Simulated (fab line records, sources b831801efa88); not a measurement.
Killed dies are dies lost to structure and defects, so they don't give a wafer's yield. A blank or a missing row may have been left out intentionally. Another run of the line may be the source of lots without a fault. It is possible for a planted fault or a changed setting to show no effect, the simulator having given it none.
Chamber matching ; flow sky130 ; pecvd-03 running SKY_CAP2M_CVD_00: 3 sister chambers
The step deposits SiO2, target thk 15.5 nm. 3 wafers are shown with their chamber, then 8 later ones without.

## WAFERS WITH THEIR CHAMBER
wafer;chamber;heater-power-w (W)
L159.5;2;579
L161.6;0;765
L164.3;1;649

## WAFERS WHOSE CHAMBER IS MISSING
wafer;heater-power-w (W)
L164.4;658
L164.5;650
L171.2;735
L171.4;684
L171.6;709
L173.1;658
L173.2;717
L173.4;704

## WHICH CHAMBER EACH ONE RAN IN
wafer;from the rows above;in truth
L164.4;can't be placed: 1 or 2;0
L164.5;can't be placed: 1 or 2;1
L171.2;can't be placed: 0 or 1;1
L171.4;can't be placed: 1 or 0 or 2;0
L171.6;can't be placed: 0 or 1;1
L173.1;can't be placed: 1 or 2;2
L173.2;can't be placed: 0 or 1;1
L173.4;can't be placed: 1 or 0 or 2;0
0 of 8 placed correctly. Cannot be placed on the basis of these rows: 8; the candidates contain the true chamber in 7. Wrongly placed: 0.
How it was worked out, from the rows above alone: a wafer's distance from a chamber is the root of the sum, over the readings, of the square of ((its reading less the chamber's mean) divided by the reading's scatter). If the next closest chamber is less than 2 further off than the closest, the wafer can't be placed; otherwise it belongs to the closest. The mean given for a chamber averages the wafers shown for that chamber. The scatter: with one shown wafer a chamber, the root of the mean of the squares of how far each hidden wafer lies from its nearest shown one.
